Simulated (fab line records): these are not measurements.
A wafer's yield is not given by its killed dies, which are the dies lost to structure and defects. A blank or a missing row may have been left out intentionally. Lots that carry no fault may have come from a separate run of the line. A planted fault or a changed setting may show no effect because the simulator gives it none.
Which tool did it? + flow sky130 + 12 lots with 36 wafers sampled at 4 steps, on a route of 708 steps

## WHAT THE GAUGES READ, wafer by wafer
SKY_LDD_LDN_OVL_MEAS_07. Usual: for LDD_LDN_OVL the level is -0.3 nm and the standard deviation is 1.5.
| lot  | measured     | on         | LDD_LDN_OVL (nm) | flag |
|------|--------------|------------|------------------|------|
| L524 | day 23 03:32 | overlay-01 | -2.3 0.6 0.8     |      |
| L525 | day 23 11:29 | overlay-01 | 0.1 -1.4 -1.7    |      |
| L528 | day 25 00:13 | overlay-01 | -2.5 -3.6 -2.4   |      |
| L529 | day 25 03:37 | overlay-01 | 2.2 3.9 2.4      |      |
| L533 | day 26 11:05 | overlay-02 | 0.3 1.0 0.4      |      |
| L534 | day 26 19:07 | overlay-01 | 1.3 -1.1 -0.6    |      |
| L538 | day 27 23:43 | overlay-02 | -3.6 -4.2 -2.9   |      |
| L541 | day 29 07:44 | overlay-01 | 0.7 1.7 1.1      |      |
| L542 | day 29 12:31 | overlay-02 | -4.0 -1.4 -2.5   |      |
| L543 | day 29 18:43 | overlay-02 | -0.2 0.3 1.7     |      |
| L545 | day 30 08:28 | overlay-02 | -0.1 -2.0 0.6    |      |
| L546 | day 30 15:01 | overlay-01 | 0.0 1.3 -0.6     |      |

SKY_POLY_CUT_OVL_MEAS_09. Usual: for POLY_CUT_OVL the level is -1 nm and the standard deviation is 5.2.
| lot  | measured     | on         | POLY_CUT_OVL (nm) | flag |
|------|--------------|------------|-------------------|------|
| L524 | day 24 12:49 | overlay-02 | 1 0 6             |      |
| L525 | day 24 21:18 | overlay-01 | -5 -11 2          |      |
| L528 | day 26 07:38 | overlay-02 | 3 -1 0            |      |
| L529 | day 26 11:57 | overlay-02 | 1 -7 -12          |      |
| L533 | day 27 18:48 | overlay-02 | 1 -1 3            |      |
| L534 | day 28 03:11 | overlay-02 | 3 0 3             |      |
| L538 | day 29 06:37 | overlay-01 | -12 -1 -2         |      |
| L541 | day 30 14:04 | overlay-01 | 7 2 5             |      |
| L542 | day 30 19:21 | overlay-02 | 5 0 5             |      |
| L543 | day 31 02:08 | overlay-02 | 6 -5 -2           |      |
| L545 | day 31 14:05 | overlay-01 | 5 -2 4            |      |
| L546 | day 31 21:29 | overlay-01 | -4 -1 -4          |      |

SKY_SD_P_CD_MEAS_07 targets a cd of 380 nm. Usual: cd_nm at 380.4 nm, with a standard deviation of 2.5.
| lot  | measured     | on        | cd_nm (nm)        | flag |
|------|--------------|-----------|-------------------|------|
| L524 | day 25 18:29 | cd_sem-01 | 382.9 381.2 381.5 |      |
| L525 | day 26 01:55 | cd_sem-01 | 383.3 380.9 380.2 |      |
| L528 | day 27 13:29 | cd_sem-02 | 381.1 380.2 379.2 |      |
| L529 | day 27 16:43 | cd_sem-01 | 383.7 381.5 415.3 | OFF  |
| L533 | day 29 00:02 | cd_sem-01 | 380.6 377.2 376.9 |      |
| L534 | day 29 07:52 | cd_sem-02 | 377.7 377.4 413.5 | OFF  |
| L538 | day 30 11:44 | cd_sem-02 | 382.6 381.0 380.8 |      |
| L541 | day 31 17:25 | cd_sem-02 | 381.7 378.8 381.6 |      |
| L542 | day 31 23:19 | cd_sem-01 | 385.4 383.6 383.4 |      |
| L543 | day 32 06:01 | cd_sem-01 | 376.7 376.5 378.9 |      |
| L545 | day 32 17:21 | cd_sem-01 | 375.9 377.1 377.4 |      |
| L546 | day 33 00:41 | cd_sem-02 | 380.0 379.0 379.0 |      |

## EACH LOT AND THE TOOL THAT RAN IT (in order: tool; ch and the chambers of the sampled wafers; start)
| lot  | SKY_SD_P_COAT_02                  |
|------|-----------------------------------|
| L524 | litho_track-02 ch 0, day 25 03:21 |
| L525 | litho_track-04 ch 0, day 25 10:46 |
| L528 | litho_track-03 ch 0, day 26 21:56 |
| L529 | litho_track-03 ch 0, day 27 02:01 |
| L533 | litho_track-02 ch 0, day 28 09:26 |
| L534 | litho_track-03 ch 0, day 28 18:13 |
| L538 | litho_track-02 ch 0, day 29 21:03 |
| L541 | litho_track-02 ch 0, day 31 03:56 |
| L542 | litho_track-04 ch 0, day 31 09:28 |
| L543 | litho_track-02 ch 0, day 31 15:38 |
| L545 | litho_track-02 ch 0, day 32 03:54 |
| L546 | litho_track-03 ch 0, day 32 11:28 |
- SKY_SD_P_COAT_02: resist thk 1140 nm.

## WHAT THE TOOLS THEMSELVES READ (means of the sampled wafers that have a number; where no wafer has one, the mark that the record gives instead)
The record holds no such reading with a usual standard deviation.

## THE ANSWER, worked out from the rows above alone
Rule: lot off if the mean of its wafers having a number is beyond 3 standard deviations from the usual mean. A lot without any number at a reading at which 4 lots or more have one is off too. Where the step has rows for the other lots, those lots are counted as sound. After the gauges, taken in route order, come the tools' own readings; for these a lot's mean is taken, as printed above. At the first step where some lot is off, the reading lying furthest off is the one used; lots without a number count as furthest.
Off, at SKY_SD_P_CD_MEAS_07 on cd_nm: L529, L534.
If a tool, at a process step before that reading, ran all the lots that are off and no sound lot after the first of them, it fits. Those tools and the gauges at SKY_SD_P_CD_MEAS_07 are tried in the same way. None of those tried fits.

## WHAT THE SIMULATOR PUT IN
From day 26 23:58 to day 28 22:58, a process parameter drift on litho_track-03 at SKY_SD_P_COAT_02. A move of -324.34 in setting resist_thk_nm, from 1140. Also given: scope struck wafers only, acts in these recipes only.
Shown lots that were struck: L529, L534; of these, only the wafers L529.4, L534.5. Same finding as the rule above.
